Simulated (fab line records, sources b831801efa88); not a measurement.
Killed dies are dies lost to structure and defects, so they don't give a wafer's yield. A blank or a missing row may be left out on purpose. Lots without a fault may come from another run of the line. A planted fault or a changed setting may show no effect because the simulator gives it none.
Tool commonality check | flow sky130 | 14 lots, 42 wafers sampled

WHY IT WAS OPENED
At SKY_VIA2_THK_MEAS_01 the reading VIA2_HDPCVD_THK is flagged on 2 of 14 lots. Wafers without a fault read 1183 nm, standard deviation 15.
Rule: a lot is flagged when every wafer of it that has a number lies more than 4 standard deviations from that mean, or none has a number. The other lots count as sound.

lot  | measured     | on            | VIA2_HDPCVD_THK (nm), wafer by wafer | flag
L740 | day 34 18:12 | film_metro-04 | 1211 1196 1172                       |
L741 | day 35 08:30 | film_metro-01 | 1178 1208 1189                       |
L742 | day 35 19:02 | film_metro-01 | 1170 1179 1189                       |
L743 | day 36 04:33 | film_metro-04 | 1189 1209 1219                       |
L746 | day 37 09:25 | film_metro-04 | 1217 1226 1175                       |
L747 | day 37 17:16 | film_metro-01 | 1161 1175 1191                       |
L748 | day 38 00:27 | film_metro-01 | 1176 1179 1180                       |
L749 | day 38 02:35 | film_metro-04 | 1182 1197 1194                       |
L751 | day 38 17:27 | film_metro-02 | 1182 1159 1165                       |
L755 | day 39 21:16 | film_metro-01 | 1171 1168 1155                       |
L756 | day 40 03:04 | film_metro-04 | 441 446 431                          | FLAGGED
L757 | day 40 13:48 | film_metro-02 | 461 441 447                          | FLAGGED
L760 | day 41 17:29 | film_metro-01 | 1171 1180 1187                       |
L761 | day 41 18:47 | film_metro-04 | 1177 1171 1170                       |
The numbers of the flagged lots are 444 nm on average: -738 nm against the usual, or -49 standard deviations.

WHICH TOOL RAN EACH LOT
The record holds 1 process step before the reading, out of a route of 708 steps. In each cell: the tool, then ch and the chambers that the sampled wafers went through, then the start.
lot  | flag    | SKY_VIA2_HDPCVD_00
L740 |         | hdpcvd-01 ch 0,2, day 34 18:03
L741 |         | hdpcvd-01 ch 0,1,2, day 35 08:22
L742 |         | hdpcvd-02 ch 0,1,2, day 35 18:55
L743 |         | hdpcvd-01 ch 1,2, day 36 04:26
L746 |         | hdpcvd-01 ch 0,2, day 37 09:17
L747 |         | hdpcvd-02 ch 0,1, day 37 17:07
L748 |         | hdpcvd-02 ch 0,1, day 38 00:19
L749 |         | hdpcvd-01 ch 0,1, day 38 02:28
L751 |         | hdpcvd-02 ch 1,2, day 38 17:19
L755 |         | hdpcvd-02 ch 0,1, day 39 21:08
L756 | FLAGGED | hdpcvd-01 ch 0,1,2, day 40 02:55
L757 | FLAGGED | hdpcvd-01 ch 0,2, day 40 13:41
L760 |         | hdpcvd-02 ch 0,1,2, day 41 17:21
L761 |         | hdpcvd-02 ch 0,1,2, day 41 18:42
What these steps do:
- SKY_VIA2_HDPCVD_00: deposits SiO2, target thk 1180 nm, time 196.7 s.
- SKY_VIA2_THK_MEAS_01

FLAGGED OVER TOTAL, TOOL BY TOOL (the gauges that took the reading come last)
step                 | tool          | lots run | flagged | share of the flagged lots | sound lots run after its first flagged lot
SKY_VIA2_HDPCVD_00   | hdpcvd-01     | 7        | 2       | all                       | 0
SKY_VIA2_HDPCVD_00   | hdpcvd-02     | 7        | 0       | none                      | -
SKY_VIA2_THK_MEAS_01 | film_metro-01 | 6        | 0       | none                      | -
SKY_VIA2_THK_MEAS_01 | film_metro-02 | 2        | 1       | some                      | 0
SKY_VIA2_THK_MEAS_01 | film_metro-04 | 6        | 1       | some                      | 1 (L761)

WHAT THE TABLE ALLOWS
1 row of the table ran every flagged lot: hdpcvd-01 at SKY_VIA2_HDPCVD_00.
- hdpcvd-01 at SKY_VIA2_HDPCVD_00: 2 of its 7 lots flagged. Its last sound lot is L749 (day 38 02:28), its first flagged lot L756 (day 40 02:55): a fault that began between those two fits.
One tool is left: hdpcvd-01 at SKY_VIA2_HDPCVD_00.

WHAT THE SIMULATOR HAD PUT IN
Process parameter drift: hdpcvd-01, from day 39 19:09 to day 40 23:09, at SKY_VIA2_HDPCVD_00. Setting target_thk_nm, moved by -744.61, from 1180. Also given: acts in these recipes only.
Lots struck among those shown: L756, L757. The rule above found the same.
